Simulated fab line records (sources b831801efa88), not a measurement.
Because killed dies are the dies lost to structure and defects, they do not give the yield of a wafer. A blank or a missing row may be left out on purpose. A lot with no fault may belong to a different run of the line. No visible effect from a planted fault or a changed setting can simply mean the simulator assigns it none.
Shared-tool check || flow sfq_line || Lots sampled 14, wafers sampled 42

## WHY IT WAS OPENED
Of 14 lots, 2 have the reading M0_NB_RS flagged at SFQ_M0_RS_MEAS_904. Wafers without a fault read 0.887 ohm/sq, standard deviation 0.011.
Rule: a lot is flagged when every wafer of it that has a number lies more than 4 standard deviations from that mean, or none has a number. All remaining lots are regarded as sound.

{"lot": "L961", "measured": "day 5 05:40", "on": "film_metro-04", "M0_NB_RS (ohm/sq), wafer by wafer": "0.880 0.886 0.877", "flag": ""}
{"lot": "L962", "measured": "day 5 10:26", "on": "film_metro-04", "M0_NB_RS (ohm/sq), wafer by wafer": "0.882 0.897 0.896", "flag": ""}
{"lot": "L963", "measured": "day 5 13:02", "on": "film_metro-01", "M0_NB_RS (ohm/sq), wafer by wafer": "0.898 0.888 0.893", "flag": ""}
{"lot": "L964", "measured": "day 5 20:17", "on": "film_metro-04", "M0_NB_RS (ohm/sq), wafer by wafer": "0.881 0.879 0.874", "flag": ""}
{"lot": "L966", "measured": "day 6 14:50", "on": "film_metro-04", "M0_NB_RS (ohm/sq), wafer by wafer": "0.888 0.881 0.876", "flag": ""}
{"lot": "L969", "measured": "day 7 05:15", "on": "film_metro-01", "M0_NB_RS (ohm/sq), wafer by wafer": "0.892 0.911 0.912", "flag": ""}
{"lot": "L970", "measured": "day 7 12:27", "on": "film_metro-01", "M0_NB_RS (ohm/sq), wafer by wafer": "0.908 0.909 0.875", "flag": ""}
{"lot": "L973", "measured": "day 8 02:47", "on": "film_metro-03", "M0_NB_RS (ohm/sq), wafer by wafer": "1.651 1.628 1.559", "flag": "FLAGGED"}
{"lot": "L974", "measured": "day 8 08:47", "on": "film_metro-04", "M0_NB_RS (ohm/sq), wafer by wafer": "1.603 1.623 1.610", "flag": "FLAGGED"}
{"lot": "L979", "measured": "day 9 20:25", "on": "film_metro-03", "M0_NB_RS (ohm/sq), wafer by wafer": "0.894 0.886 0.888", "flag": ""}
{"lot": "L980", "measured": "day 10 00:13", "on": "film_metro-04", "M0_NB_RS (ohm/sq), wafer by wafer": "0.904 0.898 0.892", "flag": ""}
{"lot": "L981", "measured": "day 10 07:14", "on": "film_metro-01", "M0_NB_RS (ohm/sq), wafer by wafer": "0.881 0.875 0.859", "flag": ""}
{"lot": "L982", "measured": "day 10 14:25", "on": "film_metro-04", "M0_NB_RS (ohm/sq), wafer by wafer": "0.869 0.889 0.895", "flag": ""}
{"lot": "L984", "measured": "day 11 01:27", "on": "film_metro-04", "M0_NB_RS (ohm/sq), wafer by wafer": "0.891 0.895 0.896", "flag": ""}
The numbers of the flagged lots are 1.612 ohm/sq on average: +0.725 ohm/sq against the usual, or +66 standard deviations.

## WHICH TOOL EACH LOT WENT THROUGH
The record holds 1 process step before the reading, out of a route of 325 steps. In each cell: the tool, then ch and the chambers that the sampled wafers went through, then the start.
{"lot": "L961", "flag": "", "SFQ_TRILAYER_M0_DEP_SPUTTER_019": "pvd_sputter-04, day 5 05:34"}
{"lot": "L962", "flag": "", "SFQ_TRILAYER_M0_DEP_SPUTTER_019": "pvd_sputter-05, day 5 10:21"}
{"lot": "L963", "flag": "", "SFQ_TRILAYER_M0_DEP_SPUTTER_019": "pvd_sputter-03, day 5 12:55"}
{"lot": "L964", "flag": "", "SFQ_TRILAYER_M0_DEP_SPUTTER_019": "pvd_sputter-04, day 5 20:11"}
{"lot": "L966", "flag": "", "SFQ_TRILAYER_M0_DEP_SPUTTER_019": "pvd_sputter-05, day 6 14:42"}
{"lot": "L969", "flag": "", "SFQ_TRILAYER_M0_DEP_SPUTTER_019": "pvd_sputter-05, day 7 05:07"}
{"lot": "L970", "flag": "", "SFQ_TRILAYER_M0_DEP_SPUTTER_019": "pvd_sputter-05, day 7 12:18"}
{"lot": "L973", "flag": "FLAGGED", "SFQ_TRILAYER_M0_DEP_SPUTTER_019": "pvd_sputter-05, day 8 02:42"}
{"lot": "L974", "flag": "FLAGGED", "SFQ_TRILAYER_M0_DEP_SPUTTER_019": "pvd_sputter-05, day 8 08:42"}
{"lot": "L979", "flag": "", "SFQ_TRILAYER_M0_DEP_SPUTTER_019": "pvd_sputter-04, day 9 20:20"}
{"lot": "L980", "flag": "", "SFQ_TRILAYER_M0_DEP_SPUTTER_019": "pvd_sputter-04, day 10 00:07"}
{"lot": "L981", "flag": "", "SFQ_TRILAYER_M0_DEP_SPUTTER_019": "pvd_sputter-03, day 10 07:08"}
{"lot": "L982", "flag": "", "SFQ_TRILAYER_M0_DEP_SPUTTER_019": "pvd_sputter-03, day 10 14:20"}
{"lot": "L984", "flag": "", "SFQ_TRILAYER_M0_DEP_SPUTTER_019": "pvd_sputter-04, day 11 01:16"}
What is done by these steps:
- SFQ_TRILAYER_M0_DEP_SPUTTER_019: material Nb, target thk 200 nm, time 133.3 s.
- SFQ_M0_RS_MEAS_904: measures by four-point-probe.

## FLAGGED AGAINST TOTAL, ONE TOOL AT A TIME (gauges that did the reading follow at the end)
{"step": "SFQ_TRILAYER_M0_DEP_SPUTTER_019", "tool": "pvd_sputter-03", "lots run": 3, "flagged": 0, "share of the flagged lots": "none", "sound lots run after its first flagged lot": "-"}
{"step": "SFQ_TRILAYER_M0_DEP_SPUTTER_019", "tool": "pvd_sputter-04", "lots run": 5, "flagged": 0, "share of the flagged lots": "none", "sound lots run after its first flagged lot": "-"}
{"step": "SFQ_TRILAYER_M0_DEP_SPUTTER_019", "tool": "pvd_sputter-05", "lots run": 6, "flagged": 2, "share of the flagged lots": "all", "sound lots run after its first flagged lot": 0}
{"step": "SFQ_M0_RS_MEAS_904", "tool": "film_metro-01", "lots run": 4, "flagged": 0, "share of the flagged lots": "none", "sound lots run after its first flagged lot": "-"}
{"step": "SFQ_M0_RS_MEAS_904", "tool": "film_metro-03", "lots run": 2, "flagged": 1, "share of the flagged lots": "some", "sound lots run after its first flagged lot": "1 (L979)"}
{"step": "SFQ_M0_RS_MEAS_904", "tool": "film_metro-04", "lots run": 8, "flagged": 1, "share of the flagged lots": "some", "sound lots run after its first flagged lot": "3 (L980,L982,L984)"}

## WHAT THE TABLE ALLOWS
In the table, 1 row covers all flagged lots: pvd_sputter-05 at SFQ_TRILAYER_M0_DEP_SPUTTER_019.
- pvd_sputter-05 at SFQ_TRILAYER_M0_DEP_SPUTTER_019 ran 6 lots, 2 of them flagged. A fault beginning between L970 (day 7 12:18), its last sound lot, and L973 (day 8 02:42), its first flagged one, fits the data.
Just one tool remains: pvd_sputter-05 at SFQ_TRILAYER_M0_DEP_SPUTTER_019.

## WHAT THE SIMULATOR HAD INSERTED
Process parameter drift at SFQ_TRILAYER_M0_DEP_SPUTTER_019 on pvd_sputter-05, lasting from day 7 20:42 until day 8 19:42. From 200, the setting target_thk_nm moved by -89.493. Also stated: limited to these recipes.
Shown lots that were struck: L973, L974. The rule above found the same.
